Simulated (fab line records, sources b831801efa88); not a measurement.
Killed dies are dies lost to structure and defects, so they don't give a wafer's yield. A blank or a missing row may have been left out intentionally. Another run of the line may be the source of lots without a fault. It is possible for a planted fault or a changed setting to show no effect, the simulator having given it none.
A struck lot beside a sound one | flow gf180mcu | 13 steps out of a route of 602
Sound: wafers L856.2, L856.3, L856.5. The struck wafers were L867.3, L867.5, L867.6. At the end, the cause is stated.
For every step that has rows: the tool of each side, followed by ch and its chambers, followed by its first start. Under that, the readings that differ: sound wafers | struck wafers | difference of the means | sigmas: that difference in standard deviations of wafers without a fault.
alike: readings with means less than 2 such deviations apart, plus words and numbers identical on both sides. not compared: withheld readings, readings lacking a value on some wafer, bounds such as >300 that could conceal the same value, and numbers that have no deviation in the record and whose values overlap.
A row with sigmas, a row that says differs or no value, or rows on one side alone: a step with any of these is where the two part. When numbers do not overlap yet have no deviation, they are printed without sigmas and do not part them. A reading missing from all wafers of one side parts the sides only when that side holds two or more wafers.

GF_V4_CD_MEAS_14 targets a cd of 260 nm.
  struck on cd-sem-02, day 27 17:52; sound on cd-sem-01, day 24 12:13
  alike: cd-nm
GF_V4_OVL_MEAS_15:
  struck on overlay-01, day 27 17:57; sound on overlay-01, day 24 12:19
  alike: V4_OVL
GF_V4_ETCH_16: etches BARC in N2/H2.
  sound on rie-diel-03 ch 0,3, day 24 12:21; struck on rie-diel-01 ch 0,3, day 27 17:58
  reading                     | sound       | struck      | difference | sigmas
  drypump-motor-current-A (A) | 6.1 6.4 6.1 | 4.8 4.8 6.2 | -0.9       | -2
  alike: bias-w, oes-product-au, throttle-valve-pct
GF_V4_ETCH_17: etches SiO2 in C4F8/O2/Ar, stops on TiN, target depth 630 nm.
  sound on rie-diel-03 ch 0,3; struck on rie-diel-01 ch 0,3
  alike: bias-w, oes-product-au
GF_V4_STRIP_18: strips in O2/N2.
  sound on plasma-asher-01 ch 0,1, day 24 12:29; struck on plasma-asher-01 ch 0,1, day 27 18:08
  alike: drypump-motor-current-A, heater-power-w, oes-product-au
  not compared: rf-hours-counter-h
then, 3 steps without rows for these wafers: GF_V4_STRIP_19 (strips in post etch residue remover, time 1200 s); GF_V4_CLEAN_20 (cleans in DIW); GF_V4_SPUTTER_21 (material Ti, target thk 15 nm, time 80.02 s).
GF_V4_SPUTTER_22: material TiN, target thk 10 nm, time 40 s.
  struck on pvd-sputter-04, day 27 18:43; sound on pvd-sputter-04, day 24 13:05
  alike: throttle-valve-pct
GF_V4_CVD_23: deposits W, target thk 350 nm, time 104.9 s.
  sound on cvd-w-01 ch 0, day 24 13:07; struck on cvd-w-01 ch 0,1, day 27 18:48
  alike: heater-power-w
GF_V4_RS_MEAS_24: uses a four-point probe to measure.
  struck on film-metro-01, day 27 18:55; sound on film-metro-01, day 24 13:15
  alike: V4_W_RS
GF_V4_THK_MEAS_25: measures by xrf.
  struck on film-metro-01, day 27 19:01; sound on film-metro-01, day 24 13:22
  alike: V4_W_THK
GF_V4_CMP_26: polishes, stops on SiO2, t overpolish 15 s, target thk 0 nm.
  sound on cmp-02 ch 0,2, day 24 13:28; struck on cmp-01 ch 1,2, day 27 19:03
  no value came back on the struck wafers for any of 6 readings (edge-zone-pressure-frac, head-pressure-psi (psi) and others); on the sound wafers edge-zone-pressure-frac reads 0.996 0.990 1.001
  reading                             | sound           | struck          | difference | sigmas
  model.W_of_V4_CVD_23.thk-nm (nm)    | 0 0 0           | 352.4 353.3 355 | +353.6     |
  model.SiO2_of_V4_CVD_02.thk-nm (nm) | 630 629.1 630.6 | 633.2 633.8 634 | +3.8       |

WHERE THEY PART
Earliest at GF_V4_ETCH_16; latest, in this record, at GF_V4_CMP_26.

WHY: the cause the simulator had injected
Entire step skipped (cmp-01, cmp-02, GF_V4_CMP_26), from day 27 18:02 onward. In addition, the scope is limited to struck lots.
